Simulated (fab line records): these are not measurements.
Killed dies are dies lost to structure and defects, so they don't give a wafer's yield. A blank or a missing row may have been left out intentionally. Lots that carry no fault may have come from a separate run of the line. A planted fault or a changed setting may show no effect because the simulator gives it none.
The same fault as seen by 2 desks + flow sky130 + each desk has only its own numbers; what lay behind them comes last

== THE METROLOGY DESK ==
What the gauges read, lot by lot, whatever tool the lot ran on: means of the sampled wafers that have a number. A lot is out of limits, marked OUT, if its mean lies more than 4 standard deviations from the usual mean; the brackets give that distance.
Columns: A = cd nm at SKY_SONOS_ONO_CD_MEAS_13, usual 410.5 nm; B = POLY_GATE_OXIDATION_THK at SKY_POLY_GATE_THK_MEAS_21, usual 3.99 nm; C = cd nm at SKY_POLY_GATE_CD_MEAS_22, usual 150.4 nm
| lot  | first seen here | A     | B               | C     |
|------|-----------------|-------|-----------------|-------|
| L871 | day 12 08:04    | 407.3 | 3.95            | 150.3 |
| L872 | day 12 23:43    | 408.1 | 4.05            | 152.1 |
| L874 | day 13 08:19    | 408.8 | 3.97            | 149.7 |
| L875 | day 13 20:40    | 407.1 | 4.02            | 152.0 |
| L877 | day 14 14:13    | 410.7 | 3.98            | 151.8 |
| L883 | day 16 15:49    | 411.7 | 3.87            | 150.5 |
| L885 | day 17 08:08    | 415.5 | 4.59 (+8.4) OUT | 148.7 |
| L886 | day 17 16:29    | 415.1 | 4.56 (+7.9) OUT | 149.3 |
| L888 | day 18 06:45    | 409.5 | 3.96            | 148.8 |
| L889 | day 18 14:45    | 410.3 | 4.09            | 148.8 |
| L893 | day 19 23:37    | 410.4 | 4.01            | 147.5 |
Per this desk, out of limits: L885, L886; the first was L885, day 21 17:08 (POLY_GATE_OXIDATION_THK at SKY_POLY_GATE_THK_MEAS_21). Within limits: L871, L872, L874, L875, L877, L883, L888, L889, L893.

== DESK OF THE TOOL OWNER: furnace-01 ==
The tool's own readings at SKY_POLY_GATE_OXIDATION_20 (stabilise 600 s, purge 300 s, target thk 4 nm): means of the sampled wafers that have a number, for each lot that ran on this tool. A lot is out of limits, marked OUT, if its mean lies more than 4 standard deviations from the usual mean; the brackets give that distance.
Columns: A = spike tc bottom C at SKY_POLY_GATE_OXIDATION_20, usual 869.7 C; B = spike tc centre C at SKY_POLY_GATE_OXIDATION_20, usual 849.4 C; C = spike tc lower C at SKY_POLY_GATE_OXIDATION_20, usual 850.6 C; D = spike tc top C at SKY_POLY_GATE_OXIDATION_20, usual 862.6 C; E = spike tc upper C at SKY_POLY_GATE_OXIDATION_20, usual 849.1 C; F = tube center temp C at SKY_POLY_GATE_OXIDATION_20, usual 850.01 C; G = tube_center_temp_C_max at SKY_POLY_GATE_OXIDATION_20, usual 852.2
| lot  | first seen here | A                | B                | C               | D                | E               | F                        | G               |
|------|-----------------|------------------|------------------|-----------------|------------------|-----------------|--------------------------|-----------------|
| L871 | day 16 00:47    | 870.4            | 849.1            | 850.8           | 860.9            | 850.2           | 850.06                   | 852.4           |
| L874 | day 17 06:53    | 870.2            | 849.4            | 850.7           | 860.7            | 849.3           | 850.00                   | 851.8           |
| L875 | day 17 15:22    | 871.4            | 849.0            | 851.1           | 860.5            | 849.4           | 849.94                   | 851.8           |
| L883 | day 20 21:19    | 870.5            | 848.6            | 851.0           | 860.4            | 849.1           | 849.94                   | 852.2           |
| L885 | day 21 15:52    | 882.4 (+9.0) OUT | 861.4 (+9.2) OUT | 862.8 (+12) OUT | 873.1 (+4.6) OUT | 862.6 (+12) OUT | 862.35 (+99 or more) OUT | 864.5 (+35) OUT |
| L886 | day 21 20:27    | 882.4 (+9.1) OUT | 861.2 (+9.1) OUT | 862.7 (+12) OUT | 874.0 (+4.9) OUT | 862.0 (+12) OUT | 862.34 (+99 or more) OUT | 864.4 (+35) OUT |
Finding of this desk: L885, L886 out of limits; the first was L885 at day 21 15:52, on spike tc bottom C at SKY_POLY_GATE_OXIDATION_20. Within limits: L871, L874, L875, L883.

== PUT TOGETHER ==
At day 21 15:52, on L885, L886, the tool owner's desk was in a position to raise an alarm.
The metrology desk could have raised an alarm at day 21 17:08, on L885, L886.
Every lot named ran SKY_POLY_GATE_OXIDATION_20 on furnace-01.

== WHAT THE SIMULATOR HAD PUT IN ==
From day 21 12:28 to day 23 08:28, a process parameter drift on furnace-01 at SKY_POLY_GATE_OXIDATION_20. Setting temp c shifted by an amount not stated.
Shown lots that were struck: L885, L886.
Delay (hours) between the fault's onset and each desk's first out-of-limits reading: 3 at the tool owner's desk, 5 at the metrology desk.
